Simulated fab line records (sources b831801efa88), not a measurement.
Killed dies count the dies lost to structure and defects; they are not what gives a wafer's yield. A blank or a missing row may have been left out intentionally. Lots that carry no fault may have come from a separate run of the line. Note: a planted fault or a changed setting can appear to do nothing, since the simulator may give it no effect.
Which tool did it? | flow sky130 | 13 lots with 39 wafers sampled at 3 steps, on a route of 708 steps

WHAT THE GAUGES SHOWED, per wafer
SKY_NWELL_OVL_MEAS_10. Usual: NWELL_00_OVL gives 0.3 nm (standard deviation 1.6).
lot  | measured     | on         | NWELL_00_OVL (nm) | flag
L447 | day 4 20:46  | overlay-01 | 0.1 0.2 1.0       |
L450 | day 5 06:26  | overlay-01 | 3.5 1.1 1.7       |
L451 | day 5 12:50  | overlay-01 | -0.7 -1.3 -0.4    |
L452 | day 5 18:46  | overlay-02 | 1.3 2.2 0.9       |
L453 | day 5 22:40  | overlay-01 | -1.8 -1.4 -1.7    |
L454 | day 6 07:13  | overlay-01 | 0.3 -0.8 -1.6     |
L459 | day 7 11:23  | overlay-01 | 0.0 -1.9 -0.8     |
L466 | day 9 04:08  | overlay-02 | -1.9 -2.8 -1.8    |
L469 | day 9 23:41  | overlay-02 | 2.3 1.8 3.7       |
L470 | day 10 07:16 | overlay-02 | 2.1 2.2 3.3       |

WHAT TOOL EACH LOT RAN ON (gives the tool, then ch and the chambers of the sampled wafers, and finally the start)
lot  | SKY_FIELD_ISO_ETCH_15             | SKY_FIELD_ISO_ETCH_17
L447 | rie-diel-02 ch 1,2,3, day 2 07:35 | rie-si-01 ch 1,2,3, day 2 07:44
L450 | rie-diel-04 ch 0,1,2, day 2 20:13 | rie-si-01 ch 0,1,2, day 2 20:20
L451 | rie-diel-01 ch 2,3, day 3 00:41   | rie-si-02 ch 2,3, day 3 00:50
L452 | rie-diel-02 ch 2,3, day 3 08:32   | rie-si-01 ch 1,3, day 3 08:41
L453 | rie-diel-02 ch 1,2,3, day 3 12:17 | rie-si-02 ch 1,2, day 3 12:26
L454 | rie-diel-01 ch 1,2, day 3 19:14   | rie-si-01 ch 0,1,2, day 3 19:23
L459 | rie-diel-04 ch 0,1,3, day 4 18:59 | rie-si-01 ch 0,1,3, day 4 19:08
L460 | rie-diel-01 ch 1,3, day 5 00:56   | rie-si-01 ch 0,2,3, day 5 01:05
L461 | rie-diel-02 ch 1,2,3, day 5 05:56 | rie-si-01 ch 0,1,2, day 5 06:05
L462 | rie-diel-02 ch 1,2,3, day 5 10:26 | rie-si-01 ch 0,3, day 5 10:35
L466 | rie-diel-04 ch 0,1,3, day 6 08:59 | rie-si-02 ch 0,1,3, day 6 09:08
L469 | rie-diel-02 ch 0,1,3, day 6 22:05 | rie-si-01 ch 0,2,3, day 6 22:14
L470 | rie-diel-02 ch 1,2, day 7 05:44   | rie-si-02 ch 1,3, day 7 05:53
- SKY_FIELD_ISO_ETCH_15: etches the open film in CHF3/O2, stops on Si, target depth 180 nm, time 72 s.
- SKY_FIELD_ISO_ETCH_17: etches Si in HBr/Cl2/O2, target depth 342 nm, time 97.7 s.

WHAT THE TOOLS THEMSELVES READ (means of the sampled wafers that have a number; where no wafer has one, the mark that the record gives instead)
SKY_FIELD_ISO_ETCH_15. Usual: O2_flow_sccm 5.001 sccm, standard deviation 0.016; bias-w 200.0 W, standard deviation 0.59; drypump-motor-current-A 5.6 A, standard deviation 0.45; oes-product-au 0.947 a.u., standard deviation 0.0071; throttle-valve-pct 8.844 %, standard deviation 0.0084.
lot  | tool        | O2_flow_sccm (sccm) | bias-w (W) | drypump-motor-current-A (A) | oes-product-au (a.u.) | throttle-valve-pct (%) | flag
L447 | rie-diel-02 | 4.989               | 200.3      | 6.1                         | 0.945                 | 8.845                  |
L450 | rie-diel-04 | 4.992               | 200.0      | 5.9                         | 0.945                 | 8.844                  |
L451 | rie-diel-01 | 5.000               | 200.5      | 5.4                         | 0.942                 | 8.844                  |
L452 | rie-diel-02 | 5.004               | 199.6      | 6.1                         | 0.947                 | 8.841                  |
L453 | rie-diel-02 | 4.997               | 199.2      | 6.1                         | 0.947                 | 8.848                  |
L454 | rie-diel-01 | 5.003               | 200.2      | 5.1                         | 0.944                 | 8.848                  |
L459 | rie-diel-04 | 5.002               | 200.5      | 5.7                         | 0.946                 | 8.849                  |
L460 | rie-diel-01 | 5.008               | 199.7      | 5.6                         | 0.955                 | 8.844                  |
L461 | rie-diel-02 | 4.999               | 199.8      | 6.0                         | 0.942                 | 8.839                  |
L462 | rie-diel-02 | 5.002               | 200.0      | 6.1                         | 0.945                 | 8.842                  |
L466 | rie-diel-04 | 5.003               | 200.6      | 5.7                         | 0.952                 | 8.846                  |
L469 | rie-diel-02 | 5.005               | 200.4      | 5.6                         | 0.942                 | 8.843                  |
L470 | rie-diel-02 | 5.004               | 200.0      | 6.2                         | 0.941                 | 8.837                  |

SKY_FIELD_ISO_ETCH_17. Usual: HBr_flow_sccm 150.0 sccm, standard deviation 0.44; O2_flow_sccm 6.000 sccm, standard deviation 0.018; drypump-motor-current-A 5.5 A, standard deviation 0.45; oes-product-au 1.001 a.u., standard deviation 0.012; throttle-valve-pct 25.656 %, standard deviation 0.012.
lot  | tool      | HBr_flow_sccm (sccm) | O2_flow_sccm (sccm) | drypump-motor-current-A (A) | oes-product-au (a.u.) | throttle-valve-pct (%) | flag
L447 | rie-si-01 | 149.6                | 6.013               | 5.7                         | 1.001                 | 25.649                 |
L450 | rie-si-01 | 150.3                | 5.994               | 5.5                         | 0.988                 | 25.659                 |
L451 | rie-si-02 | 149.1                | 5.990               | 5.2                         | 0.975                 | 25.670                 |
L452 | rie-si-01 | 149.7                | 5.999               | 6.0                         | 1.005                 | 25.657                 |
L453 | rie-si-02 | 150.0                | 5.994               | 5.6                         | 1.002                 | 25.656                 |
L454 | rie-si-01 | 150.0                | 6.003               | 5.5                         | 1.003                 | 25.658                 |
L459 | rie-si-01 | 149.9                | 6.015               | 5.9                         | 1.009                 | 25.654                 |
L460 | rie-si-01 | -                    | -                   | -                           | -                     | -                      | OFF
L461 | rie-si-01 | -                    | -                   | -                           | -                     | -                      | OFF
L462 | rie-si-01 | -                    | -                   | -                           | -                     | -                      | OFF
L466 | rie-si-02 | 150.4                | 5.992               | 5.2                         | 0.996                 | 25.664                 |
L469 | rie-si-01 | 149.9                | 5.997               | 5.6                         | 1.000                 | 25.652                 |
L470 | rie-si-02 | 150.0                | 5.981               | 5.6                         | 0.998                 | 25.646                 |

THE ANSWER, worked out from the rows above alone
Rule: take the mean of a lot's wafers that have a number; if it is more than 3 standard deviations from the usual mean, the lot is off. Also off: a lot with no number at a reading for which 4 or more lots have one. Any other lot the step has rows for is counted as sound. The gauges are gone through in route order, then the tools' own readings, and for those a lot's mean is taken as printed above. At the first step where some lot is off, the reading lying furthest off is the one used; lots without a number count as furthest.
Off: L460, L461, L462, at SKY_FIELD_ISO_ETCH_17 (HBr_flow_sccm). Without a number there: L460, L461, L462.
If a tool, at that step or one of the process steps before it, ran each lot that is off and ran no sound lot following the first of them, it fits. Not one of the candidates tried fits.

WHAT THE SIMULATOR HAD INSERTED
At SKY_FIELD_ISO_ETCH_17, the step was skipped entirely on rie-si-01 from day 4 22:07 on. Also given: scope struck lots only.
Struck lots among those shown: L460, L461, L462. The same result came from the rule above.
